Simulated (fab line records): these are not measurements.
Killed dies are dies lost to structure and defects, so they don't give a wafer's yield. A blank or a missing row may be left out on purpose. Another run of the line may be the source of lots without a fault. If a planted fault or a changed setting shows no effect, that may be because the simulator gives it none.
A struck lot beside a sound one + flow sfq_line + 14 out of 325 route steps
Sound: the wafers L289.1, L289.2, L289.3. Wafers L300.1, L300.2, L300.5 were the ones struck. The cause comes at the end.
Per side, at each step with rows, come the tool, then ch with its chambers, and then its first start. Under that, the readings that differ: sound wafers + struck wafers + difference of the means + sigmas: that difference in standard deviations of wafers without a fault.
alike: words and numbers the same on both sides, and readings whose means are apart by under 2 such deviations; not compared: readings that were withheld, readings missing a value for some wafer, numbers with overlapping values and no deviation given by the record, and bounds like >300 which may hide the same value.
The two part at a step that has a row with sigmas, a row that says differs or no value, or rows on one side only. Non-overlapping numbers with no deviation appear without sigmas and do not part them. Lack of a reading on every wafer of one side parts them only where that side has two or more wafers.

first, 6 steps without rows for these wafers: SFQ_TRILAYER_M5_LITHO_COAT_128 (resist thk 62 nm); SFQ_TRILAYER_M5_LITHO_COAT_123 (resist thk 600 nm); SFQ_TRILAYER_M5_LITHO_SOFTBAKE_127; SFQ_TRILAYER_M5_LITHO_EXPOSE_124 (exposes mask M5, target cd 700 nm); SFQ_TRILAYER_M5_LITHO_PEB_126 (peb time 60 s); SFQ_TRILAYER_M5_LITHO_DEVELOP_125 (time 60 s).
SFQ_M5_OVL_MEAS_932:
  struck on overlay-02, day 54 13:57; sound on overlay-01, day 49 15:13
  alike: M5_OVL
SFQ_TRILAYER_M5_BARC_OPEN_METAL_ETCH_161: etches BARC in O2, target depth 125 nm, time 41.7 s.
  sound on rie_metal-03 ch 0,1, day 49 15:16; struck on rie_metal-01 ch 0,1, day 54 13:59
  alike: drypump_motor_current_A, oes_product_au
  not compared: rf_hours_counter_h
SFQ_TRILAYER_M5_ETCH_METAL_ETCH_126: etches Nb in Cl2/BCl3, stops on SiO2, time 203.2 s, target depth 265 nm.
  sound on rie_metal-03 ch 0,1, day 49 15:19; struck on rie_metal-01 ch 0,1, day 54 14:02
  alike: drypump_motor_current_A, oes_product_au
  not compared: rf_hours_counter_h
SFQ_TRILAYER_M5_STRIP_STRIP_127: strips in O2.
  sound on rie_metal-03 ch 0,1, day 49 15:31; struck on rie_metal-01 ch 0,1, day 54 14:14
  alike: drypump_motor_current_A, oes_product_au
  not compared: rf_hours_counter_h
then, 1 step without rows for these wafers: SFQ_TRILAYER_M5_STRIP_SOLV_CLEAN_128 (cleans in NMP, time 600 s).
SFQ_TRILAYER_A5B_DEP_PECVD_129: deposits SiO2 from SiH4/N2O, time 133.33 s, target thk 600 nm.
  sound on pecvd-02 ch 0,1,2, day 49 16:17; struck on pecvd-03 ch 0,1, day 54 15:01
| reading                | sound          | struck         | difference | sigmas |
|------------------------|----------------|----------------|------------|--------|
| throttle_valve_pct (%) | 26.4 27.9 26.2 | 23.1 24.1 22.8 | -3.5       | -3     |
  alike: heater_power_w, showerhead_vpp_V
SFQ_TRILAYER_A5B_CMP_CMP_130: polishes, stops on Nb, target thk 340.7 nm.
  sound on cmp-01 ch 1,2,3, day 49 17:25; struck on cmp-01 ch 2,3, day 54 16:42
| reading                 | sound             | struck            | difference | sigmas |
|-------------------------|-------------------|-------------------|------------|--------|
| head_pressure_psi (psi) | 2.998 3.002 3.003 | 2.470 2.455 2.460 | -0.539     | -90    |
  alike: motor_current_A
SFQ_TRILAYER_A5B_METRO_MEASURE_131:
  struck on film_metro-04, day 54 19:42; sound on film_metro-01, day 49 20:25
  alike: thk_nm

WHERE THEY PART
Last at SFQ_TRILAYER_A5B_CMP_CMP_130 as far as this record goes, first at SFQ_TRILAYER_A5B_DEP_PECVD_129. Later steps at which nothing parts them and some readings are alike: SFQ_TRILAYER_A5B_METRO_MEASURE_131.

WHY: what the simulator had put in
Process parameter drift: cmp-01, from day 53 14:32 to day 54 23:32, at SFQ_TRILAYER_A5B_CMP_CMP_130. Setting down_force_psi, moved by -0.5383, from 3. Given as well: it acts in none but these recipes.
